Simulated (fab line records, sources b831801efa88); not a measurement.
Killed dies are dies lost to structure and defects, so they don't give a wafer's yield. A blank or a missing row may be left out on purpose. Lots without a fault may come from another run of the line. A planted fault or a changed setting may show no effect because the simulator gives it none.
Chamber matching | flow sky130 | SKY_VIA1_ETCH_14 on rie_diel-03: 4 sister chambers
The step etches BARC in N2/H2, stops on SiO2, time 45.9 s, target depth 60 nm. 4 wafers are shown with their chamber, then 8 later ones without.

WAFERS WITH THEIR CHAMBER
wafer  | chamber | drypump_motor_current_A (A)
L084.5 | 3       | 5.5
L087.2 | 2       | 4.7
L087.3 | 1       | 5.3
L087.4 | 0       | 5.5

WAFERS WITHOUT THEIR CHAMBER
wafer  | drypump_motor_current_A (A)
L087.5 | 5.3
L087.6 | 4.8
L088.1 | 5.3
L088.2 | 5.5
L088.3 | 4.7
L088.4 | 5.3
L088.5 | 5.5
L088.6 | 4.7

WHICH CHAMBER EACH WENT THROUGH
wafer  | from the rows above     | in truth
L087.5 | 1                       | 1
L087.6 | 2                       | 2
L088.1 | 1                       | 1
L088.2 | can't be placed: 0 or 3 | 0
L088.3 | 2                       | 2
L088.4 | 1                       | 1
L088.5 | can't be placed: 0 or 3 | 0
L088.6 | 2                       | 2
Placed correctly: 6 of 8. Can't be placed from these rows: 2 (the true chamber is among the candidates in 2). Placed wrongly: 0.
How it was worked out, from the rows above alone: a wafer's distance from a chamber is the root of the sum, over the readings, of the square of ((its reading less the chamber's mean) divided by the reading's scatter). The wafer belongs to the nearest chamber; if the next one is less than 2 further off, it can't be placed. A chamber's mean is the mean of its shown wafers. The scatter: with one shown wafer a chamber, the root of the mean of the squares of how far each hidden wafer lies from its nearest shown one.
